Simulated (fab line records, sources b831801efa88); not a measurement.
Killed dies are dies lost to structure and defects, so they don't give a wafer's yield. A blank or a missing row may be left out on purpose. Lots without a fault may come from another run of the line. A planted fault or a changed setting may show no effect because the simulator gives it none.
One fault seen from 2 desks | flow sky130 | each desk has only its own numbers; what lay behind them comes last

THE TOOL OWNER'S DESK: lpcvd-02
The tool's own readings at SKY_FIELD_ISO_CVD_03 (deposits Si3N4 from DCS/NH3, target thk 165 nm, time 2830 s): means of the sampled wafers that have a number, for each lot that ran on this tool. A lot is out of limits, marked OUT, if its mean lies more than 4 standard deviations from the usual mean; the brackets give that distance.
Columns: A = pressure_mtorr at SKY_FIELD_ISO_CVD_03, usual 250.1 mTorr; B = spike_tc_upper_C at SKY_FIELD_ISO_CVD_03, usual 769.6 C; C = zone_power_bottom_pct at SKY_FIELD_ISO_CVD_03, usual 19.4 %
lot  | first seen here | A     | B     | C
L108 | day 1 17:31     | 249.9 | 769.6 | 18.1
L109 | day 1 23:58     | 249.7 | 770.2 | 18.5
L111 | day 2 09:38     | 249.9 | 768.9 | 20.5
L113 | day 2 19:47     | 250.2 | 768.9 | 20.3
L114 | day 3 00:57     | 250.0 | 768.2 | 20.2
L116 | day 3 09:26     | 249.7 | 769.8 | 18.4
L118 | day 3 19:56     | 250.2 | 770.2 | 18.3
L119 | day 4 01:11     | 250.8 | 771.2 | 18.3
L120 | day 4 06:18     | 250.0 | 770.3 | 18.3
L123 | day 4 19:41     | 249.3 | 769.7 | 20.1
L127 | day 5 16:38     | 250.3 | 768.3 | 20.3
L128 | day 5 23:10     | 249.8 | 768.7 | 20.3
This desk's finding: nothing out of limits on any of the 12 lots.

THE METROLOGY DESK
What the gauges read, lot by lot, whatever tool the lot ran on: means of the sampled wafers that have a number. A lot is out of limits, marked OUT, if its mean lies more than 4 standard deviations from the usual mean; the brackets give that distance.
Columns: A = METAL5_ALCU_RS at SKY_METAL5_RS_MEAS_05, usual 0.0270 ohm/sq
lot  | first seen here | A
L108 | day 43 04:55    | 0.0265
L109 | day 43 17:56    | 0.0276
L111 | day 44 05:11    | 0.0271
L113 | day 44 13:04    | 0.0274
L114 | day 44 18:59    | 0.0273
L116 | day 45 07:54    | 0.0269
L118 | day 45 22:03    | 0.0273
L119 | day 46 05:30    | 0.0272
L120 | day 46 12:34    | 0.0268
L123 | day 47 06:11    | 0.0268
L127 | day 48 04:57    | 0.0271
L128 | day 48 07:55    | 0.0274
This desk's finding: nothing out of limits on any of the 12 lots.

PUT TOGETHER
The tool owner's desk saw nothing out of limits.
The metrology desk saw nothing out of limits.

WHAT THE SIMULATOR HAD PUT IN
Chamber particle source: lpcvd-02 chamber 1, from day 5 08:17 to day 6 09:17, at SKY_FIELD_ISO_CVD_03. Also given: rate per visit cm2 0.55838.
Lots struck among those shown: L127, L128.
